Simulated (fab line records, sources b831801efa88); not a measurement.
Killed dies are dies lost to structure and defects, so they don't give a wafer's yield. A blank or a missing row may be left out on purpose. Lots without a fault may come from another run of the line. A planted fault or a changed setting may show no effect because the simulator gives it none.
Chamber matching | flow gf180mcu | GF_V5_CMP_26 on cmp-02: 4 sister chambers
The step polishes, stops on SiO2, t overpolish 15 s, target thk 0 nm. 20 wafers are shown with their chamber, then 10 later ones without.

WAFERS WITH THEIR CHAMBER
wafer  | chamber | motor_current_A (A) | time_to_endpoint_s (s) | overpolish_run_s (s)
L482.2 | 0       | 10.1                | 85                     | 14.998
L482.3 | 2       | 10.6                | 91                     | 14.981
L482.4 | 1       | 9.0                 | 85                     | 15.010
L483.3 | 0       | 10.4                | 83                     | 14.991
L483.5 | 0       | 10.3                | 82                     | 14.970
L483.6 | 1       | 9.3                 | 81                     | 15.001
L484.2 | 1       | 9.0                 | 88                     | 15.009
L484.4 | 2       | 10.3                | 94                     | 14.992
L484.5 | 1       | 9.0                 | 88                     | 15.009
L486.3 | 3       | 11.4                | 84                     | 14.994
L486.4 | 2       | 11.0                | 85                     | 14.991
L486.6 | 3       | 11.2                | 83                     | 15.010
L487.2 | 1       | 9.1                 | 86                     | 15.000
L487.3 | 0       | 10.7                | 87                     | 14.990
L487.5 | 2       | 11.2                | 93                     | 14.994
L489.2 | 0       | 10.1                | 86                     | 15.012
L489.3 | 1       | 9.3                 | 88                     | 14.992
L489.4 | 3       | 11.8                | 83                     | 15.008
L490.1 | 1       | 8.9                 | 85                     | 15.001
L490.2 | 2       | 11.1                | 92                     | 15.003

SIGNATURES (means of the wafers above)
reading            | chamber 0 | chamber 1 | chamber 2 | chamber 3 | scatter within a chamber
motor_current_A    | 10.320    | 9.086     | 10.840    | 11.467    | 0.269
time_to_endpoint_s | 84.60     | 85.86     | 91.00     | 83.33     | 2.58
overpolish_run_s   | 14.99220  | 15.00314  | 14.99220  | 15.00400  | 0.00995
Rule: a wafer's distance from a chamber is the root of the sum, over the readings, of the square of ((its reading less the chamber's mean) divided by the reading's scatter). The wafer belongs to the nearest chamber; if the next one is less than 2 further off, it can't be placed. The scatter: the root of (the sum of the squares of (reading less its chamber's mean) over the shown wafers, divided by (wafers less chambers)).

WAFERS WITHOUT THEIR CHAMBER
wafer  | motor_current_A (A) | time_to_endpoint_s (s) | overpolish_run_s (s)
L490.6 | 11.9                | 85                     | 15.007
L492.2 | 11.3                | 86                     | 14.999
L492.5 | 9.0                 | 82                     | 15.001
L492.6 | 10.5                | 86                     | 15.006
L501.1 | 10.1                | 85                     | 14.975
L501.3 | 9.3                 | 86                     | 15.003
L501.5 | 9.9                 | 87                     | 15.006
L502.1 | 10.5                | 81                     | 14.994
L502.3 | 10.9                | 92                     | 15.003
L502.5 | 10.2                | 83                     | 14.983

WHICH CHAMBER EACH WENT THROUGH
wafer  | from the rows above          | in truth
L490.6 | 3                            | 3
L492.2 | can't be placed: 3 or 2      | 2
L492.5 | 1                            | 1
L492.6 | can't be placed: 0 or 2      | 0
L501.1 | 0                            | 0
L501.3 | 1                            | 1
L501.5 | can't be placed: 0 or 1 or 2 | 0
L502.1 | 0                            | 0
L502.3 | 2                            | 2
L502.5 | 0                            | 0
Placed correctly: 7 of 10. Can't be placed from these rows: 3 (the true chamber is among the candidates in 3). Placed wrongly: 0.
